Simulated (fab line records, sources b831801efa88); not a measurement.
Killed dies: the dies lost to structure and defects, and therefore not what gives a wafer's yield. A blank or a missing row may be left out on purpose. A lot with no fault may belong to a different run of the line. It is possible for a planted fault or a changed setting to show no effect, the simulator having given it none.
Chamber matching	flow sky130	pecvd-02 running SKY_CAP2M_CVD_00: 3 sister chambers
The step deposits SiO2, target thk 15.5 nm. 16 wafers are shown with their chamber, then 8 later ones without.

== WAFERS, EACH WITH ITS CHAMBER ==
wafer	chamber	heater_power_w (W)
L074.2	2	650
L074.4	2	674
L074.5	1	619
L077.1	1	734
L077.2	0	720
L077.6	1	722
L082.1	2	677
L082.2	0	689
L082.3	2	685
L085.1	0	749
L085.2	2	659
L085.3	1	629
L088.3	1	625
L088.5	2	720
L088.6	1	622
L089.2	2	676

SIGNATURES (means of the wafers above)
reading	chamber 0	chamber 1	chamber 2	scatter within a chamber
heater_power_w	719.33	658.50	677.29	38.6
Rule: distance of a wafer from a chamber = root of the sum over the readings of ((wafer's reading minus chamber's mean) / reading's scatter) squared. The wafer belongs to the nearest chamber; if the next one is less than 2 further off, it can't be placed. How the scatter is found: for the shown wafers, subtract from each reading the mean of its chamber, square and add these, divide the total by (wafers less chambers), then take the root.

== WAFERS WITHOUT THEIR CHAMBER ==
wafer	heater_power_w (W)
L089.3	700
L089.6	702
L091.1	670
L091.2	705
L091.5	708
L094.1	629
L094.2	739
L094.3	635

== EACH ONE'S CHAMBER ==
wafer	from the rows above	in truth
L089.3	can't be placed: 0 or 2 or 1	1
L089.6	can't be placed: 0 or 2 or 1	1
L091.1	can't be placed: 2 or 1 or 0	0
L091.2	can't be placed: 0 or 2 or 1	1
L091.5	can't be placed: 0 or 2 or 1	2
L094.1	can't be placed: 1 or 2 or 0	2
L094.2	can't be placed: 0 or 2 or 1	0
L094.3	can't be placed: 1 or 2 or 0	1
Placed correctly: 0 of 8. Unplaceable from these rows: 8, with the true chamber sitting among the candidates in 8. 0 placed wrongly.
